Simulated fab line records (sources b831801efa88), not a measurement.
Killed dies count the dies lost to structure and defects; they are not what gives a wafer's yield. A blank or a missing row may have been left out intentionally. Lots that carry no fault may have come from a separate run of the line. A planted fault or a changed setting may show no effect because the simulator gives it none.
fab line records + flow sky130
[record]
- lots = 12
- wafers = 36
- lastDay = 50
route steps=708 shown VT_ADJUST_PCH@145 POLY_CUT@317 LOCAL_INTERCONNECT@387
lots with no fault: from the same line, run without faults
startH: start of the lot's first displayed wafer, in hours after the record's first day + waitH: time in hours since the lot's previous step + " repeats the value in the row above + L1.1+2: a single row standing in for several wafers + - no value, or no start was given + * or withheld: withheld + < > ~ a bound
route shown NAME@n: a module of which the file shows steps, and the number in the route of the first + usual: mean/standard deviation of fault-free wafers + same: alike in all rows + chamber/n: place in a boat + sites: per-site readings + _std_site: standard deviation of those values + _edge_site: mean of outer sites minus mean of inner sites + radiusMm: how far each site lies from the wafer's centre + mask NAME#n: copy n + behind: the most recent tool/chamber to have shaped the wafer + hold: what put the lot on hold/how long, in hours/how the hold closed + device: the n, p or np transistor that did not switch + end of line: tests of these same wafers at the route's end + step lacking rows: just its recipe + killed: at the first sort, the dies lost to defects and structure; wafer yield is something else + map: the dies of a wafer, with x for killed, . for not killed, _ for no die there
set.NAME: the setting the step ran with; set.NAME@STEP: the setting that earlier step ran with + model.NAME: the simulator's own value behind a step, which no gauge read
the route's steps for a sample of lots (tables are steps, rows are wafers)
services: from which hour (startH, from the record's first day; less than 0 if before it) a tool's chamber was out of use, for how many hours, and why
[[steps]]
[step SKY_VT_ADJUST_PCH_COAT_02]
[recipe]
- spinRpm = 2000
- resistThkNm = 3000
[usual]
- spinSpeedRpm = 2000.0/1.2
| lot.wafer | tool          | chamber | startH | waitH | spinSpeedRpm |
|-----------|---------------|---------|--------|-------|--------------|
| L811.1    | lithoTrack-04 | 0       | 226.82 | 0.1   | 2000.4       |
| L811.3    | "             | 0       | "      | "     | 1997.5       |
| L811.4    | "             | 0       | "      | "     | 1997.9       |
| L812.1    | lithoTrack-01 | 0       | 228.78 | 0.1   | 2000.9       |
| L812.3    | "             | 0       | "      | "     | 1999.7       |
| L812.6    | "             | 0       | "      | "     | 2001.0       |
| L813.1    | lithoTrack-04 | 0       | 238.32 | 0.1   | 1998.9       |
| L813.2    | "             | 0       | "      | "     | 1999.9       |
| L813.6    | "             | 0       | "      | "     | 1999.8       |
| L816.1    | lithoTrack-02 | 0       | 262.11 | 0.1   | 2000.5       |
| L816.3    | "             | 0       | "      | "     | 2002.9       |
| L816.4    | "             | 0       | "      | "     | 2000.8       |
| L818.2    | lithoTrack-02 | 0       | 275.03 | 0.1   | 1998.8       |
| L818.3    | "             | 0       | "      | "     | 2000.8       |
| L818.5    | "             | 0       | "      | "     | 2001.7       |
| L820.1    | lithoTrack-02 | 0       | 288.66 | 0.1   | 2000.4       |
| L820.2    | "             | 0       | "      | "     | 2001.3       |
| L820.6    | "             | 0       | "      | "     | 1998.9       |
| L821.3    | lithoTrack-04 | 0       | 297.42 | 0.1   | 2001.4       |
| L821.4    | "             | 0       | "      | "     | 2000.2       |
| L821.5    | "             | 0       | "      | "     | 1999.3       |
| L822.1    | lithoTrack-01 | 0       | 303.77 | 0.1   | 1999.8       |
| L822.2    | "             | 0       | "      | "     | 1999.9       |
| L822.4    | "             | 0       | "      | "     | 1999.2       |
| L823.1    | lithoTrack-04 | 0       | 310.32 | 0.1   | 2002.1       |
| L823.3    | "             | 0       | "      | "     | 2000.1       |
| L823.6    | "             | 0       | "      | "     | 2001.1       |
| L828.1    | lithoTrack-04 | 0       | 344.82 | 0.1   | 1999.7       |
| L828.2    | "             | 0       | "      | "     | 2001.5       |
| L828.5    | "             | 0       | "      | "     | 1999.2       |
| L829.2    | lithoTrack-01 | 0       | 352.85 | 0.1   | 2281.4       |
| L829.3    | "             | 0       | "      | "     | 2283.2       |
| L829.6    | "             | 0       | "      | "     | 2283.1       |
| L832.1    | lithoTrack-01 | 0       | 382.97 | 0.1   | 2283.8       |
| L832.3    | "             | 0       | "      | "     | 2283.9       |
| L832.6    | "             | 0       | "      | "     | 2284.6       |
[step SKY_VT_ADJUST_PCH_STRIP_09]
[recipe]
- chemistry = O2/N2
- powerW = 1400
- pressureMtorr = 1500
- platenTempC = withheld
- o2FlowSccm = 3000
- n2FlowSccm = 300
- overashFraction = 0.5
[usual]
- drypumpMotorCurrentA = 5.6/0.46
- oesProductAu = 0.723/0.0045
- stripTimeToEndpointS = 36.86/0.095
[same]
- overashFraction = 0.5
| lot.wafer | tool           | chamber | startH | waitH | drypumpMotorCurrentA | oesProductAu | rfHoursCounterH | stripTimeToEndpointS |
|-----------|----------------|---------|--------|-------|----------------------|--------------|-----------------|----------------------|
| L811.1    | plasmaAsher-02 | 0       | 238.86 | 0.1   | 6.3                  | 0.724        | 51              | 36.94                |
| L811.3    | "              | 0       | "      | "     | 6.3                  | 0.725        | -               | 36.99                |
| L811.4    | "              | 1       | "      | "     | 5.6                  | 0.726        | -               | 36.89                |
| L812.1    | plasmaAsher-02 | 1       | 240.69 | 0.1   | 5.6                  | 0.722        | 52              | 36.84                |
| L812.3    | "              | 0       | "      | "     | 6.4                  | 0.715        | -               | 36.76                |
| L812.6    | "              | 0       | "      | "     | 6.4                  | 0.726        | -               | 36.84                |
| L813.1    | plasmaAsher-03 | 1       | 250.46 | 0.1   | 5.3                  | 0.723        | 44              | 36.91                |
| L813.2    | "              | 0       | "      | "     | 5.5                  | 0.722        | 44              | 36.97                |
| L813.6    | "              | 1       | "      | "     | 5.3                  | 0.726        | -               | 36.92                |
| L816.1    | plasmaAsher-01 | 0       | 274.76 | 0.1   | 4.9                  | 0.730        | 59              | 36.78                |
| L816.3    | "              | 0       | "      | "     | 4.9                  | 0.716        | -               | 36.80                |
| L816.4    | "              | 1       | "      | "     | 5.1                  | 0.723        | -               | 36.77                |
| L818.2    | plasmaAsher-02 | 1       | 287.76 | 0.1   | 5.6                  | 0.721        | 56              | 36.84                |
| L818.3    | "              | 0       | "      | "     | 6.3                  | 0.715        | -               | 36.80                |
| L818.5    | "              | 1       | "      | "     | 5.6                  | 0.733        | -               | 36.86                |
| L820.1    | plasmaAsher-02 | 1       | 301.34 | 0.1   | 5.6                  | 0.725        | 58              | 36.63                |
| L820.2    | "              | 0       | "      | "     | 6.3                  | 0.724        | 58              | 36.79                |
| L820.6    | "              | 1       | "      | "     | 5.5                  | 0.725        | -               | 36.81                |
| L821.3    | plasmaAsher-03 | 0       | 309.34 | 0.1   | 5.5                  | 0.724        | -               | 36.87                |
| L821.4    | "              | 1       | "      | "     | 5.3                  | 0.723        | -               | 37.00                |
| L821.5    | "              | 0       | "      | "     | 5.5                  | 0.718        | -               | 37.11                |
| L822.1    | plasmaAsher-02 | 0       | 318.26 | 0.1   | 6.3                  | 0.727        | 59              | 36.97                |
| L822.2    | "              | 1       | "      | "     | 5.6                  | 0.727        | 59              | 36.97                |
| L822.4    | "              | 0       | "      | "     | 6.3                  | 0.719        | -               | 36.98                |
| L823.1    | plasmaAsher-02 | 0       | 324.56 | 0.1   | 6.3                  | 0.724        | 60              | 36.93                |
| L823.3    | "              | 1       | "      | "     | 5.6                  | 0.716        | -               | 36.83                |
| L823.6    | "              | 1       | "      | "     | 5.6                  | 0.719        | -               | 36.83                |
| L828.1    | plasmaAsher-03 | 1       | 358.74 | 0.1   | 5.3                  | 0.718        | 55              | 36.70                |
| L828.2    | "              | 0       | "      | "     | 5.5                  | 0.718        | 55              | 36.67                |
| L828.5    | "              | 0       | "      | "     | 5.5                  | 0.730        | -               | 36.68                |
| L829.2    | plasmaAsher-03 | 1       | 366.31 | 0.1   | 5.3                  | 0.725        | 55              | 34.69                |
| L829.3    | "              | 0       | "      | "     | 5.6                  | 0.722        | -               | 34.63                |
| L829.6    | "              | 1       | "      | "     | 5.3                  | 0.728        | -               | 34.59                |
| L832.1    | plasmaAsher-02 | 1       | 397.74 | 0.1   | 5.6                  | 0.718        | 66              | 34.73                |
| L832.3    | "              | 0       | "      | "     | 6.3                  | 0.720        | -               | 34.73                |
| L832.6    | "              | 1       | "      | "     | 5.6                  | 0.719        | -               | 34.67                |
[step SKY_POLY_CUT_ETCH_10]
[recipe]
- chemistry = N2/H2
- target = BARC
- ionEnergyEv = 200
- sourceW = 500
- biasW = 100
- pressureMtorr = 30
- n2FlowSccm = 100
- h2FlowSccm = 200
- stopOn = SiO2
- timeS = 45.9
- targetDepthA = 600
[usual]
- drypumpMotorCurrentA = 5.7/0.46
- oesProductAu = 0.855/0.0045
- throttleValvePct = 13.224/0.0085
| lot.wafer | tool       | chamber | startH | waitH | drypumpMotorCurrentA | oesProductAu | rfHoursCounterH | throttleValvePct |
|-----------|------------|---------|--------|-------|----------------------|--------------|-----------------|------------------|
| L811.1    | rieDiel-04 | 3       | 571.36 | 0.0   | 6.3                  | 0.852        | 66              | 13.234           |
| L811.3    | "          | 2       | "      | "     | 5.8                  | 0.848        | 9               | 13.233           |
| L811.4    | "          | 3       | "      | "     | 6.3                  | 0.852        | -               | 13.225           |
| L812.1    | rieDiel-04 | 1       | 576.23 | 0.0   | 5.4                  | 0.854        | 5               | 13.238           |
| L812.3    | "          | 3       | "      | "     | 6.2                  | 0.850        | 66              | 13.225           |
| L812.6    | "          | 2       | "      | "     | 5.8                  | 0.857        | -               | 13.233           |
| L813.1    | rieDiel-04 | 3       | 607.11 | 0.0   | 6.3                  | 0.860        | 67              | 13.213           |
| L813.2    | "          | 1       | "      | "     | 5.4                  | 0.850        | 6               | 13.236           |
| L813.6    | "          | 3       | "      | "     | 6.3                  | 0.862        | -               | 13.224           |
| L816.1    | rieDiel-04 | 0       | 616.51 | 0.0   | 5.1                  | 0.854        | 0               | 13.224           |
| L816.3    | "          | 1       | "      | "     | 5.4                  | 0.853        | 6               | 13.212           |
| L816.4    | "          | 3       | "      | "     | 6.3                  | 0.852        | 67              | 13.224           |
| L818.2    | rieDiel-04 | 3       | 628.83 | 0.0   | 6.2                  | 0.858        | 67              | 13.215           |
| L818.3    | "          | 0       | "      | "     | 5.1                  | 0.853        | 1               | 13.223           |
| L818.5    | "          | 1       | "      | "     | 5.4                  | 0.859        | -               | 13.221           |
| L820.1    | rieDiel-01 | 1       | 645.31 | 0.0   | 5.2                  | 0.853        | 12              | 13.209           |
| L820.2    | "          | 3       | "      | "     | 6.1                  | 0.857        | 11              | 13.228           |
| L820.6    | "          | 1       | "      | "     | 5.2                  | 0.856        | -               | 13.228           |
| L821.3    | rieDiel-03 | 2       | 656.43 | 0.0   | 6.2                  | 0.854        | 9               | 13.225           |
| L821.4    | "          | 3       | "      | "     | 5.6                  | 0.854        | 4               | 13.212           |
| L821.5    | "          | 1       | "      | "     | 4.9                  | 0.855        | -               | 13.233           |
| L822.1    | rieDiel-03 | 3       | 666.33 | 0.0   | 5.6                  | 0.854        | 4               | 13.219           |
| L822.2    | "          | 1       | "      | "     | 4.9                  | 0.851        | 2               | 13.218           |
| L822.4    | "          | 0       | "      | "     | 6.3                  | 0.857        | 31              | 13.213           |
| L823.1    | rieDiel-04 | 0       | 670.28 | 0.0   | 5.1                  | 0.850        | 2               | 13.230           |
| L823.3    | "          | 1       | "      | "     | 5.4                  | 0.858        | 7               | 13.233           |
| L823.6    | "          | 0       | "      | "     | 5.1                  | 0.862        | -               | 13.220           |
| L828.1    | rieDiel-04 | 0       | 703.93 | 0.0   | 5.1                  | 0.854        | 3               | 13.231           |
| L828.2    | "          | 1       | "      | "     | 5.4                  | 0.861        | 8               | 13.221           |
| L828.5    | "          | 1       | "      | "     | 5.4                  | 0.864        | -               | 13.235           |
| L829.2    | rieDiel-01 | 3       | 707.64 | 0.0   | 6.1                  | 0.854        | 12              | 13.229           |
| L829.3    | "          | 1       | "      | "     | 5.2                  | 0.854        | 13              | 13.213           |
| L829.6    | "          | 0       | "      | "     | 5.9                  | 0.855        | -               | 13.241           |
| L832.1    | rieDiel-04 | 1       | 743.64 | 0.0   | 5.4                  | 0.850        | 10              | 13.224           |
| L832.3    | "          | 3       | "      | "     | 6.3                  | 0.848        | 2               | 13.227           |
| L832.6    | "          | 2       | "      | "     | 5.8                  | 0.857        | -               | 13.222           |
[step SKY_LOCAL_INTERCONNECT_SPUTTER_00]
[recipe]
- material = TiN
- targetThkNm = 100
- tempC = 300
- powerW = 6500
- timeS = 83.3
- chamberPressurePa = 0.4
[usual]
- throttleValvePct = 30.5/0.92
| lot.wafer | tool          | chamber | startH | waitH | throttleValvePct |
|-----------|---------------|---------|--------|-------|------------------|
| L811.1    | pvdSputter-03 | -       | 690.24 | 0.2   | 29.8             |
| L811.3    | "             | -       | "      | "     | 30.5             |
| L811.4    | "             | -       | "      | "     | 30.6             |
| L812.1    | pvdSputter-03 | -       | 696.25 | 0.1   | 29.8             |
| L812.3    | "             | -       | "      | "     | 30.2             |
| L812.6    | "             | -       | "      | "     | 29.7             |
| L813.1    | pvdSputter-01 | -       | 723.16 | 0.2   | 32.0             |
| L813.2    | "             | -       | "      | "     | 31.1             |
| L813.6    | "             | -       | "      | "     | 31.5             |
| L816.1    | pvdSputter-01 | -       | 733.55 | 0.2   | 28.9             |
| L816.3    | "             | -       | "      | "     | 31.5             |
| L816.4    | "             | -       | "      | "     | 31.2             |
| L818.2    | pvdSputter-01 | -       | 744.28 | 0.1   | 31.1             |
| L818.3    | "             | -       | "      | "     | 31.5             |
| L818.5    | "             | -       | "      | "     | 29.0             |
| L820.1    | pvdSputter-02 | -       | 759.72 | 0.1   | 31.3             |
| L820.2    | "             | -       | "      | "     | 31.7             |
| L820.6    | "             | -       | "      | "     | 31.7             |
| L821.3    | pvdSputter-01 | -       | 770.97 | 0.1   | 31.1             |
| L821.4    | "             | -       | "      | "     | 31.6             |
| L821.5    | "             | -       | "      | "     | 31.5             |
| L822.1    | pvdSputter-02 | -       | 779.54 | 0.1   | 31.1             |
| L822.2    | "             | -       | "      | "     | 31.8             |
| L822.4    | "             | -       | "      | "     | 31.2             |
| L823.1    | pvdSputter-02 | -       | 783.74 | 0.2   | 32.1             |
| L823.3    | "             | -       | "      | "     | 31.1             |
| L823.6    | "             | -       | "      | "     | 31.2             |
| L828.1    | pvdSputter-01 | -       | 815.18 | 0.2   | 29.4             |
| L828.2    | "             | -       | "      | "     | 31.0             |
| L828.5    | "             | -       | "      | "     | 28.9             |
| L829.2    | pvdSputter-01 | -       | 819.24 | 0.2   | 29.5             |
| L829.3    | "             | -       | "      | "     | 31.3             |
| L829.6    | "             | -       | "      | "     | 29.5             |
| L832.1    | pvdSputter-02 | -       | 852.45 | 0.2   | 31.8             |
| L832.3    | "             | -       | "      | "     | 31.3             |
| L832.6    | "             | -       | "      | "     | 31.2             |
[step SKY_LOCAL_INTERCONNECT_THK_MEAS_02]
[recipe]
- thkMeasGauge = xrf
- reads = TiN_of_LOCAL_INTERCONNECT_SPUTTER_00
[usual]
- LOCAL_INTERCONNECT_TIN_THK = 101.2/1
| lot.wafer | tool         | chamber | startH | waitH | LOCAL_INTERCONNECT_TIN_THK[nm] |
|-----------|--------------|---------|--------|-------|--------------------------------|
| L811.1    | filmMetro-01 | -       | 690.42 | 0.1   | 100.8                          |
| L811.3    | "            | -       | "      | "     | 101.3                          |
| L811.4    | "            | -       | "      | "     | 100.2                          |
| L812.1    | filmMetro-01 | -       | 696.44 | 0.1   | 101.1                          |
| L812.3    | "            | -       | "      | "     | 100.7                          |
| L812.6    | "            | -       | "      | "     | 100.9                          |
| L813.1    | filmMetro-04 | -       | 723.34 | 0.1   | 102.2                          |
| L813.2    | "            | -       | "      | "     | 100.5                          |
| L813.6    | "            | -       | "      | "     | 101.5                          |
| L816.1    | filmMetro-02 | -       | 733.74 | 0.1   | 101.7                          |
| L816.3    | "            | -       | "      | "     | 101.8                          |
| L816.4    | "            | -       | "      | "     | 100.1                          |
| L818.2    | filmMetro-04 | -       | 744.47 | 0.1   | 99.2                           |
| L818.3    | "            | -       | "      | "     | 102.0                          |
| L818.5    | "            | -       | "      | "     | 100.8                          |
| L820.1    | filmMetro-02 | -       | 759.90 | 0.1   | 101.5                          |
| L820.2    | "            | -       | "      | "     | 101.0                          |
| L820.6    | "            | -       | "      | "     | 102.0                          |
| L821.3    | filmMetro-02 | -       | 771.17 | 0.1   | 99.8                           |
| L821.4    | "            | -       | "      | "     | 101.2                          |
| L821.5    | "            | -       | "      | "     | 101.1                          |
| L822.1    | filmMetro-01 | -       | 779.72 | 0.1   | 101.6                          |
| L822.2    | "            | -       | "      | "     | 100.7                          |
| L822.4    | "            | -       | "      | "     | 100.5                          |
| L823.1    | filmMetro-04 | -       | 783.93 | 0.1   | 100.8                          |
| L823.3    | "            | -       | "      | "     | 100.9                          |
| L823.6    | "            | -       | "      | "     | 100.7                          |
| L828.1    | filmMetro-04 | -       | 815.36 | 0.1   | 101.9                          |
| L828.2    | "            | -       | "      | "     | 101.7                          |
| L828.5    | "            | -       | "      | "     | 102.3                          |
| L829.2    | filmMetro-02 | -       | 819.44 | 0.1   | 100.4                          |
| L829.3    | "            | -       | "      | "     | 101.0                          |
| L829.6    | "            | -       | "      | "     | 100.4                          |
| L832.1    | filmMetro-02 | -       | 852.64 | 0.1   | 102.0                          |
| L832.3    | "            | -       | "      | "     | 101.2                          |
| L832.6    | "            | -       | "      | "     | 101.2                          |
[[services]]
| tool           | chamber | startH | hours | kind   |
|----------------|---------|--------|-------|--------|
| pvdSputter-02  | -       | 218.12 | 1.8   | repair |
| pvdSputter-01  | -       | 230.23 | 2.9   | repair |
| rieDiel-04     | 3       | 236.03 | 8.9   | repair |
| pvdSputter-01  | -       | 264.37 | 5.9   | repair |
| rieDiel-04     | 0       | 315.97 | 10.9  | repair |
| plasmaAsher-03 | -       | 335.24 | 3.8   | repair |
| rieDiel-04     | 1       | 335.72 | 3.6   | repair |
| plasmaAsher-02 | -       | 340.88 | 13.8  | repair |
| pvdSputter-02  | -       | 367.10 | 3.4   | repair |
| rieDiel-04     | 2       | 369.65 | 1.3   | repair |
| rieDiel-04     | -       | 370.78 | 2.8   | pm     |
| rieDiel-04     | -       | 380.60 | 14.6  | pm     |
| plasmaAsher-02 | -       | 421.25 | 9.0   | pm     |
| pvdSputter-02  | -       | 426.96 | 8.9   | repair |
| pvdSputter-02  | -       | 427.37 | 2.6   | repair |
| pvdSputter-01  | -       | 439.53 | 3.3   | repair |
| pvdSputter-02  | -       | 460.98 | 26.9  | repair |
| plasmaAsher-03 | -       | 461.51 | 1.4   | repair |
| plasmaAsher-02 | -       | 641.04 | 1.4   | repair |
| rieDiel-04     | -       | 659.70 | 0.7   | repair |
| pvdSputter-01  | -       | 777.99 | 8.0   | repair |
| pvdSputter-01  | -       | 798.65 | 1.4   | repair |
| plasmaAsher-02 | -       | 827.12 | 2.6   | repair |
| rieDiel-04     | -       | 830.94 | 2.5   | repair |
[[key]]
[firstSign]
- step = SKY_VT_ADJUST_PCH_COAT_02
- reading = spinSpeedRpm
- direction = up
- sigmas = 99+
- usual = 2000.0
- struck = 2283.3
[effect]
- step = SKY_VT_ADJUST_PCH_STRIP_09
- reading = stripTimeToEndpointS
- direction = down
- sigmas = 23
- usual = *
- struck = *
metAt SKY_VT_ADJUST_PCH_COAT_02
struckLots L829,L832
testerLeftOut L829,L832
notActingAt SKY_POLY_CUT_ETCH_10,SKY_LOCAL_INTERCONNECT_SPUTTER_00,SKY_LOCAL_INTERCONNECT_THK_MEAS_02
onsetBetween 303.77 352.85
[fault]
- kind = processParameterDrift
- tool = lithoTrack-01
- chamber = -
- onsetH = 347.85
- steps = SKY_VT_ADJUST_PCH_COAT_02
- channel = spinRpm
- offset = 282.94
- shape = step
- endH = 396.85
- actsIn = theseRecipesOnly
- stated = 2000
// testerLeftOut: of these lots the tester's yield and bins aren't shown, on N5 and GAA mostly nor the transistor test; their killed dies are dies lost to structure and defects alone, not to doping, threshold or leakage, so they don't give the yield
